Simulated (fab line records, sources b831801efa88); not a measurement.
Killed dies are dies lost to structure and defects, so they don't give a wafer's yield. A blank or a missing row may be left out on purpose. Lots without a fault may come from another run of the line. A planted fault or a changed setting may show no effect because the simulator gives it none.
Problem report in the 8D (eight disciplines) form, filled by code | flow gf180mcu | the parts of the form that need people (team, actions taken, sign-off) are left out

1. THE PROBLEM
strip_time_to_endpoint_s at GF_MVSD_STRIP_10 reads a mean of 28.03 s on 3 wafers of 3 lots; wafers without a fault read 36.93 s with a standard deviation of 0.1. That is -89 standard deviations from the usual mean.
The step: strips in O2/N2.
First seen on wafer L142.1, day 7 14:27, on plasma_asher-04. The record holds 43 wafers of 15 lots with a number at this step. Rule for "out", or "out of limits": more than 4 standard deviations from the usual mean. The other wafers with a number count as sound.

2. WHAT IT IS AND WHAT IT IS NOT
question                    | is                               | is not
which readings at this step | strip_time_to_endpoint_s         | drypump_motor_current_A
which lots                  | L142, L144, L145                 | L130, L131, L132, L133, L135, L138, L147, L149, L150, L151, L152, L153
which wafers of those lots  | L142.1, L144.1, L145.3           | L142.2, L142.5, L144.5, L145.2
read on which tools         | plasma_asher-02, plasma_asher-04 | plasma_asher-01
when                        | from day 7 14:27                 | up to then (20 sound wafers); but 20 sound wafers of L144, L145, L147, L149, L150, L151, L152, L153 came after

3. SUSPECTS, AND WHAT RULES EACH OUT
Counting: a tool at a process step up to the reading stays a suspect if it ran every lot that is out. Sound lots after the first of them don't rule it out here, since some wafers of a struck lot are sound.
- litho_track-04 at GF_MVSD_COAT_02 (resist thk 3000 nm): kept. It ran every lot that is out, first L142 (day 7 06:05); its last sound lot up to then is L138 (day 6 07:26).
Left after counting: litho_track-04 at GF_MVSD_COAT_02.

4. THE CAUSE (what the simulator had put in)
Process parameter drift: litho_track-04, from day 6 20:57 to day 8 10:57, at GF_MVSD_COAT_02. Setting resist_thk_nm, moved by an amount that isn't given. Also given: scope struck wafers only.
Counting left only this tool.

5. THE CHAIN OF EFFECTS, in route order
Each row: a reading whose mean over the struck wafers that have a number lies more than 3 standard deviations from the usual. Only readings for which the record gives a usual standard deviation are gone through. hours: the time from each lot's start at the first step in this table that gives one to its start at this step, as a median over the lots. sigmas: the change in usual standard deviations.
hours | step             | reading                  | usual   | on struck wafers | change | sigmas
0     | GF_MVSD_STRIP_10 | strip_time_to_endpoint_s | 36.93 s | 28.03            | -8.90  | -89
The process steps in it:
- GF_MVSD_STRIP_10: strips in O2/N2.
Later measuring or inspecting steps at which every struck wafer that the step has a row for has a number for every such reading, and none has moved that far: GF_POLY_GATE_OVL_MEAS_11, GF_V1_THK_MEAS_01.

6. WHAT WOULD HAVE CAUGHT IT SOONER
In this record the first reading out of limits was taken at day 7 14:27, 18 hours after the fault began at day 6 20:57.
Of the lots that are out (3), L144, L145 began GF_MVSD_COAT_02 on litho_track-04 after day 7 14:27. A hold on the tool at that time would have spared those 2.
